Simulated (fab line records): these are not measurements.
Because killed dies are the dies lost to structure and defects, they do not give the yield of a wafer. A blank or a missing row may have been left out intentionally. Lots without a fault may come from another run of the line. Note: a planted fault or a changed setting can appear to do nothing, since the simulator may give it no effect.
fab line records	flow gf180mcu
[record] lots = 5	wafers = 15	last_day = 33
route steps=602 shown DUAL_GATE@145 POLY_GATE@157 HV_LDD@176 SALICIDE@278 PASSIVATION@602
lots that met no fault: from a run of the same line without faults
start_h: hours from the record's opening day to when the first of the lot's shown wafers began	wait_h: hours since the lot's step before	" same as the row above	L1.1+2: a single row standing in for several wafers	- no value, or no start given	* or withheld: withheld	< > ~ a bound
route shown NAME@n: names a module that has steps shown in the file, with the first one's number in the route	usual: the fault-free wafers' mean and standard deviation	same: alike in all rows	chamber/n: place in a boat	sites: per-site readings	_std_site: standard deviation of those values	_edge_site: outer sites' mean less inner sites'	radius_mm: for every site, how far away it sits from the centre of the wafer	mask NAME#n: copy n	behind: the tool/chamber that last shaped the wafer	hold: the reason the lot was held/the length of the hold in hours/how it ended	device: transistor that didn't switch, given as n, p or np	end of line: at the end of the route, the tests of the same wafers	for a step that has no rows: nothing shown but its recipe	killed: dies lost to structure and defects at the first sort, not the wafer's yield	map: dies across one wafer; x = killed, . = not, _ = none there
set.NAME: setting as actually run; set.NAME@STEP: the setting as run at that earlier step	model.NAME: the simulator's own value behind a step, which no gauge read
lots at some steps of the route; a table a step, a row a wafer
services: when a tool's chamber went out of use (start_h, in hours from the record's first day, below 0 if earlier), for how many hours, and the reason
[[steps]]
[step GF_DUAL_GATE_DEHYDRATE_04]
[recipe] temp_c = 200	time_s = 60
[step GF_DUAL_GATE_HMDS_05]
[recipe] prime_time_s = 60	prime_temp_c = 120
[step GF_DUAL_GATE_COAT_06]
[recipe] resist = NOVOLAK	spin_rpm = 3000	resist_thk_nm = 1000
[step GF_DUAL_GATE_SOFTBAKE_07]
[recipe] temp_c = 90	time_s = 60	resist = NOVOLAK
[step GF_DUAL_GATE_EXPOSE_08]
[recipe] mask_id = Dualgate	target_cd_nm = 700	na = 0.6	source_shape = conventional	sigma_outer = 0.6	dose_mj = 140
[step GF_DUAL_GATE_PEB_09]
[recipe] temp_c = withheld	time_s = *	resist = NOVOLAK
[step GF_DUAL_GATE_DEVELOP_10]
[recipe] develop_time_s = 60	dev_temp_c = 23
[step GF_DUAL_GATE_WET_ETCH_12]
[recipe] chemistry = dHF	target_depth_nm = 13	dry = n2_spin	target = SiO2	temp_c = 25	dilution = 100:1	time_s = 260
[step GF_DUAL_GATE_STRIP_13]
[recipe] chemistry = O2/N2	power_w = 1400	pressure_mtorr = 1500	platen_temp_c = 250	o2_flow_sccm = 3000	n2_flow_sccm = 300	overash_fraction = 0.5
[step GF_DUAL_GATE_CLEAN_14]
[recipe] chemistry = SC1/SC2	mix = 1:4:20	temp_c = 70	time_s = 150	dry = n2_spin
[step GF_DUAL_GATE_OXIDATION_15]
[recipe] temp_c = 850	ambient = O2	stabilise_s = 600	purge_s = 300	target_thk_a = 70.98	ox_time_s = 1995
[step GF_POLY_GATE_CVD_00]
[recipe] material = poly-Si	target_thk_nm = 200	temp_c = 620	time_s = 1200	pressure_mtorr = 200
[usual] pressure_mtorr = 200.0/0.38	spike_tc_bottom_C = 637.0/1.7	spike_tc_centre_C = 620.7/1.4	spike_tc_lower_C = 619.7/1.4	spike_tc_top_C = 638.6/1.6	spike_tc_upper_C = 619.2/1.4	susceptor_temp_C = 620.00/0.29	zone_power_bottom_pct = 13.8/3
lot.wafer	tool	chamber	start_h	wait_h	pressure_mtorr	spike_tc_bottom_C	spike_tc_centre_C	spike_tc_lower_C	spike_tc_top_C	spike_tc_upper_C	susceptor_temp_C	zone_power_bottom_pct	model.poly-Si_of_POLY_GATE_CVD_00.thk_nm
L372.1	lpcvd-02	0	180.99	0.0	200.3	633.9	619.8	619.9	636.8	621.0	619.85	14.4	198.2
L372.3	"	0	"	"	200.2	633.8	618.4	621.3	638.2	621.8	619.85	14.6	199.4
L372.4	"	0	"	"	200.7	635.9	618.9	620.6	638.8	620.3	620.21	14.8	199
L383.3	lpcvd-02	1	253.57	0.0	199.9	623.8	609.0	608.1	629.5	604.9	607.28	14.0	151.8
L383.5	"	1	"	"	199.7	625.7	608.3	610.0	629.8	605.2	606.88	14.1	151.8
L383.6	"	1	"	"	199.3	624.1	607.2	607.6	630.2	606.1	607.60	14.3	150.7
L384.1	lpcvd-02	0	257.97	0.0	200.4	622.5	606.8	607.4	626.2	607.2	607.43	13.8	151.9
L384.2	"	0	"	"	200.2	623.8	608.8	608.1	626.6	607.9	607.50	14.1	150.4
L384.4	"	0	"	"	200.2	623.8	607.9	608.9	625.9	607.7	607.59	14.0	149.9
L385.2	lpcvd-02	0	270.08	0.0	200.2	622.3	607.9	608.6	626.6	607.4	608.07	14.2	149.4
L385.3	"	0	"	"	200.1	622.3	608.8	606.4	625.5	611.0	607.77	14.1	149.2
L385.4	"	0	"	"	200.4	623.0	607.9	608.9	627.7	609.9	607.84	13.9	151.1
L393.2	lpcvd-01	0	318.07	0.0	199.1	637.3	621.4	619.7	639.0	620.0	620.05	10.5	203.9
L393.5	"	0	"	"	199.7	638.1	620.4	618.8	636.5	618.3	620.12	10.7	203.1
L393.6	"	0	"	"	200.1	637.2	620.3	619.4	638.5	619.3	619.68	10.5	203.3
[step GF_POLY_GATE_THK_MEAS_01]
[recipe] reads = poly-Si_of_POLY_GATE_CVD_00
[usual] POLY_GATE_CVD_00_THK = 200.2/2
lot.wafer	tool	chamber	start_h	wait_h	POLY_GATE_CVD_00_THK[nm]
L372.1	film_metro-01	-	182.33	0.0	198.3
L372.3	"	-	"	"	199.5
L372.4	"	-	"	"	199.1
L383.3	film_metro-03	-	254.92	0.0	151.7
L383.5	"	-	"	"	151.8
L383.6	"	-	"	"	150.7
L384.1	film_metro-01	-	259.31	0.0	152.0
L384.2	"	-	"	"	150.4
L384.4	"	-	"	"	149.9
L385.2	film_metro-02	-	272.09	0.0	149.4
L385.3	"	-	"	"	149.1
L385.4	"	-	"	"	151.3
L393.2	film_metro-02	-	319.42	0.0	203.9
L393.5	"	-	"	"	203.0
L393.6	"	-	"	"	203.2
[step GF_POLY_GATE_DEHYDRATE_02]
[recipe] temp_c = 200	time_s = 60
[step GF_POLY_GATE_HMDS_03]
[recipe] prime_time_s = 60	prime_temp_c = 120
[step GF_POLY_GATE_COAT_04]
[recipe] resist = BARC	temp_c = withheld	time_s = withheld	spin_rpm = withheld	resist_thk_nm = withheld
[step GF_POLY_GATE_COAT_05]
[recipe] resist = KrF	spin_rpm = withheld	resist_thk_nm = 700
[step GF_POLY_GATE_SOFTBAKE_06]
[recipe] temp_c = 130	time_s = 60	resist = KrF
[step GF_POLY_GATE_EXPOSE_07]
[recipe] mask_id = Poly2	target_cd_nm = 280	na = 0.68	source_shape = conventional	sigma_outer = 0.6	dose_mj = 28
[step GF_POLY_GATE_PEB_08]
[recipe] peb_temp_c = 135	peb_time_s = 90	resist = KrF
[step GF_POLY_GATE_DEVELOP_09]
[recipe] develop_time_s = 60	resist = KrF	dev_temp_c = 21
[step GF_POLY_GATE_ETCH_12]
[recipe] chemistry = N2/H2	target_depth_a = withheld	overetch_a = withheld	time_s = withheld	target = BARC	ion_energy_ev = 200	source_w = 500	bias_w = 100	pressure_mtorr = 30	n2_flow_sccm = 100	h2_flow_sccm = 200
[step GF_POLY_GATE_ETCH_13]
[recipe] target = poly-Si	target_depth_nm = 198.5	stop_on = SiO2	over_etch_frac = 0.403	chemistry = HBr/Cl2	icp_w = 400	bias_w = 100	pressure_mtorr = 10	HBr_flow_sccm = 150	Cl2_flow_sccm = 50	time_s = 72.55
[usual] HBr_flow_sccm = 150.0/0.47	drypump_motor_current_A = 5.9/0.43	oes_product_au = 0.984/0.007	throttle_valve_pct = 33.686/0.0099
lot.wafer	tool	chamber	start_h	wait_h	HBr_flow_sccm	drypump_motor_current_A	oes_product_au	rf_hours_counter_h	throttle_valve_pct	model.etch.depth_nm	model.POLY_GATE.feature_depth_nm
L372.1	rie_si-02	2	199.02	-	150.2	6.2	0.975	69	33.688	198.2	198.3
L372.3	"	3	"	"	149.7	6.2	0.994	16	33.689	199.4	199.5
L372.4	"	0	"	"	149.5	5.9	0.977	97	33.691	199	199.1
L383.3	rie_si-01	3	273.16	-	149.4	6.4	0.818	101	33.705	151.8	151.9
L383.5	"	3	"	"	149.5	6.4	0.815	-	33.675	151.8	151.9
L383.6	"	0	"	"	150.5	5.2	0.824	-	33.692	150.7	150.9
L384.1	rie_si-01	2	277.61	-	150.1	5.9	0.818	16	33.689	151.9	152
L384.2	"	0	"	"	150.7	5.3	0.808	30	33.698	150.4	150.5
L384.4	"	2	"	"	149.8	5.9	0.811	-	33.662	149.9	150
L385.2	rie_si-01	2	292.56	-	150.4	5.9	0.811	17	33.671	149.4	149.5
L385.3	"	1	"	"	149.4	5.1	0.803	0	33.692	149.2	149.3
L385.4	"	0	"	"	150.4	5.2	0.811	30	33.692	151.1	151.2
L393.2	rie_si-01	2	341.16	-	150.0	5.9	0.985	17	33.678	203.9	204
L393.5	"	2	"	"	149.9	5.9	0.980	-	33.666	203.1	203.1
L393.6	"	3	"	"	149.9	6.4	0.981	-	33.678	203.3	203.4
[step GF_POLY_GATE_STRIP_14]
[recipe] chemistry = O2/N2	power_w = 1400	pressure_mtorr = 1500	platen_temp_c = 250	o2_flow_sccm = 3000	n2_flow_sccm = 300	overash_fraction = 0.5
[step GF_POLY_GATE_CLEAN_15]
[recipe] chemistry = SC1/SC2	mix = 1:4:20	temp_c = 70	time_s = 150	dry = n2_spin
[step GF_POLY_GATE_OXIDATION_16]
[recipe] temp_c = 850	ambient = O2	stabilise_s = 600	purge_s = 300	target_thk_a = 40	ox_time_s = 899
[step GF_HV_LDD_DEHYDRATE_00]
[recipe] temp_c = 200	time_s = 60
[step GF_HV_LDD_HMDS_01]
[recipe] prime_time_s = 60	prime_temp_c = 120
[step GF_HV_LDD_COAT_02]
[recipe] resist = NOVOLAK	spin_rpm = 3000	resist_thk_nm = 1000
[step GF_HV_LDD_SOFTBAKE_03]
[recipe] temp_c = 90	time_s = 60	resist = NOVOLAK
[step GF_HV_LDD_EXPOSE_04]
[recipe] mask_id = Nplus_LV_AREA	target_cd_nm = 400	na = 0.6	source_shape = conventional	sigma_outer = 0.6	dose_mj = 140
[step GF_HV_LDD_PEB_05]
[recipe] temp_c = withheld	time_s = *	resist = NOVOLAK
[step GF_HV_LDD_DEVELOP_06]
[recipe] develop_time_s = 60	dev_temp_c = 23
[step GF_HV_LDD_IMPLANT_09]
[recipe] species = As	energy_kev = 40	dose_cm2 = 1e+14	tilt_deg = 7
[step GF_HV_LDD_STRIP_10]
[recipe] chemistry = O2/N2	power_w = 1400	pressure_mtorr = 1500	platen_temp_c = 250	o2_flow_sccm = 3000	n2_flow_sccm = 300	overash_fraction = 0.5
[step GF_SALICIDE_CLEAN_00]
[recipe] chemistry = SC1/SC2	mix = 1:4:20	temp_c = 70	time_s = 150
lot.wafer	tool	chamber	start_h	wait_h	model.poly-Si_of_POLY_GATE_CVD_00.thk_nm
L372.1	wet_bench-04	3	339.21	0.1	196.9
L372.3	"	3	"	"	198.1
L372.4	"	3	"	"	197.7
L383.3	wet_bench-03	1	432.12	0.0	150.5
L383.5	"	1	"	"	150.6
L383.6	"	1	"	"	149.5
L384.1	wet_bench-04	1	437.36	0.1	150.6
L384.2	"	1	"	"	149.1
L384.4	"	1	"	"	148.6
L385.2	wet_bench-03	1	455.11	0.1	148.1
L385.3	"	1	"	"	147.9
L385.4	"	1	"	"	149.8
L393.2	wet_bench-01	1	510.19	0.1	202.7
L393.5	"	1	"	"	201.8
L393.6	"	1	"	"	202
[step GF_PASSIVATION_PROBE_99]
lot.wafer	tool	chamber	start_h	wait_h	model.etest.ldpmos_10p0.r_on_ohm_um	model.etest.pmos_6p0.r_on_ohm_um	model.etest.ppoly_u.line_ohm_um	model.etest.npoly_u.line_ohm_um	model.etest.ppoly_u.rs_ohm_sq	model.etest.npoly_u.rs_ohm_sq	model.etest.pmos_6p0.drive_ua_um	model.etest.ldpmos_10p0.drive_ua_um
L372.1	prober-02	-	672.99	0.1	1.095e+04	6422	437	379.8	351	305.8	285.3	257.2
L372.3	prober-02	-	673.09	0.2	1.105e+04	6459	421.5	377.9	335	300.4	285.2	261.1
L372.4	prober-02	-	673.14	0.2	1.108e+04	6410	427.2	374.2	335.6	298.5	287.5	257.7
L383.3	prober-01	-	745.99	0.2	1.058e+04	5984	535	483	428.8	381.4	321.4	288.4
L383.5	prober-01	-	746.09	0.2	1.051e+04	5933	530	459.9	417.5	373	322.3	291.2
L383.6	prober-01	-	746.14	0.2	1.049e+04	5882	562.6	489.8	445.6	392	327.4	293.2
L384.1	prober-02	-	750.49	0.1	1.065e+04	6026	513	465.4	412.9	371.3	315.5	281.2
L384.2	prober-02	-	750.54	0.1	1.067e+04	6030	522.2	474.9	419.5	378.4	314	281.4
L384.4	prober-02	-	750.64	0.2	1.053e+04	6044	517.6	467.5	414.3	375.6	315.3	286.6
L385.2	prober-01	-	761.99	0.1	1.055e+04	5924	512.4	460.2	402.9	368.1	322.1	287.7
L385.3	prober-01	-	762.04	0.2	1.064e+04	6001	507.7	463.2	408.5	367.3	321.1	286.4
L385.4	prober-01	-	762.09	0.2	1.069e+04	6048	509.1	452.6	399.7	363.4	311.1	279
L393.2	prober-01	-	798.24	0.1	1.117e+04	6428	422.1	368.8	339.7	298.9	287.2	259
L393.5	prober-01	-	798.39	0.2	1.112e+04	6416	453.5	396.3	364.7	319.7	288.8	261.4
L393.6	prober-01	-	798.44	0.2	1.113e+04	6483	426.6	375.8	342.9	300.1	285.5	260
// killed by level:class
L372.1 CONTACT:geometric_particle:open=5 V1:geometric_particle:open=4 V3:geometric_particle:short=4 V5:geometric_particle:open=4 POLY_GATE:geometric_particle:short=3 V4:geometric_particle:short=3 V2:geometric_particle:open=3 V3:geometric_particle:open=3
L372.3 V4:geometric_particle:open=4 CONTACT:geometric_particle:short=4 V2:geometric_particle:open=4 CONTACT:geometric_particle:open=3 V2:geometric_particle:short=3 V5:geometric_particle:open=3 V1:geometric_particle:short=2 V1:geometric_particle:open=2
L372.4 V5:geometric_particle:short=6 V1:geometric_particle:open=5 CONTACT:geometric_particle:open=4 V5:geometric_particle:open=4 V4:geometric_particle:open=3 POLY_GATE:geometric_particle:open=2 V2:geometric_particle:short=2 V2:geometric_particle:open=2
L393.2 V5:geometric_particle:open=8 V2:geometric_particle:open=7 CONTACT:geometric_particle:open=5 V1:geometric_particle:short=4 V3:geometric_particle:short=4 STI:geometric_particle:short=3 V3:geometric_particle:open=3 M3:geometric_particle:short=2
L393.5 V1:geometric_particle:open=6 V2:geometric_particle:open=6 M4:geometric_particle:short=5 V5:geometric_particle:open=4 STI:geometric_particle:open=3 CONTACT:geometric_particle:short=3 CONTACT:geometric_particle:open=3 STI:geometric_particle:short=2
L393.6 CONTACT:geometric_particle:open=6 V3:geometric_particle:open=6 STI:geometric_particle:short=4 M4:geometric_particle:short=4 V5:geometric_particle:open=4 STI:geometric_particle:open=3 V1:geometric_particle:open=3 M2:geometric_particle:short=3
[[services]]
tool	chamber	start_h	hours	kind
rie_si-01	1	195.11	5.4	repair
lpcvd-01	-	199.58	0.5	repair
rie_si-02	1	235.04	1.4	repair
rie_si-01	2	238.30	2.1	repair
rie_si-01	1	266.10	-	clean
rie_si-01	1	266.10	16.8	scheduled_down
rie_si-01	1	266.10	16.8	vent_cycle
rie_si-01	3	304.05	-	clean
rie_si-01	3	304.05	19.3	scheduled_down
rie_si-01	3	304.05	19.3	vent_cycle
rie_si-02	0	317.38	-	clean
rie_si-02	0	317.38	18.1	scheduled_down
rie_si-02	0	317.38	18.1	vent_cycle
rie_si-01	0	381.37	5.2	repair
rie_si-01	0	409.32	2.0	repair
rie_si-02	2	434.38	-	clean
rie_si-02	2	434.38	23.1	scheduled_down
rie_si-02	2	434.38	23.1	vent_cycle
[[key]]
[first_sign] step = GF_POLY_GATE_CVD_00	reading = susceptor_temp_C	direction = down	sigmas = 43	usual = *	struck = *
[effect] step = GF_POLY_GATE_CVD_00	reading = spike_tc_centre_C	direction = down	sigmas = 9.3	usual = 620.7	struck = 608.1
[effect] step = GF_POLY_GATE_THK_MEAS_01	reading = POLY_GATE_CVD_00_THK	direction = down	sigmas = 25	usual = 200.2	struck = 150.7
[effect] step = GF_POLY_GATE_ETCH_13	reading = oes_product_au	direction = down	sigmas = 24	usual = 0.984	struck = 0.813
[model_effect] step = GF_POLY_GATE_CVD_00	value = poly-Si_of_POLY_GATE_CVD_00.thk_nm	without = 200.9	struck = 150.7
[model_effect] step = GF_POLY_GATE_ETCH_13	value = etch.depth_nm	without = 200.9	struck = 150.7
[model_effect] step = GF_SALICIDE_CLEAN_00	value = poly-Si_of_POLY_GATE_CVD_00.thk_nm	without = 199.6	struck = 149.4
[model_effect] step = GF_PASSIVATION_PROBE_99	value = etest.ldpmos_10p0.r_on_ohm_um	without = 1.11e+04	struck = 1.059e+04
met_at GF_POLY_GATE_CVD_00
struck_wafers L383.3,L383.5,L383.6,L384.1,L384.2,L384.4,L385.2,L385.3,L385.4
sort_left_out L383.3,L383.5,L383.6,L384.1,L384.2,L384.4,L385.2,L385.3,L385.4
tester_left_out L383,L384,L385
onset_between 180.99 253.57
[fault] kind = process_parameter_drift	tool = lpcvd-02	chamber = -	onset_h = 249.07	steps = GF_POLY_GATE_CVD_00	channel = temp_c	offset = *	shape = step	end_h = 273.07	acts_in = *	stated = *
// tester_left_out: of these lots the tester's yield and bins aren't shown, on N5 and GAA mostly nor the transistor test; their killed dies are dies lost to structure and defects alone, not to doping, threshold or leakage, so they don't give the yield
// sort_left_out: the simulated sort isn't trusted on such a fault, so these wafers' sort isn't shown, and their yield isn't known
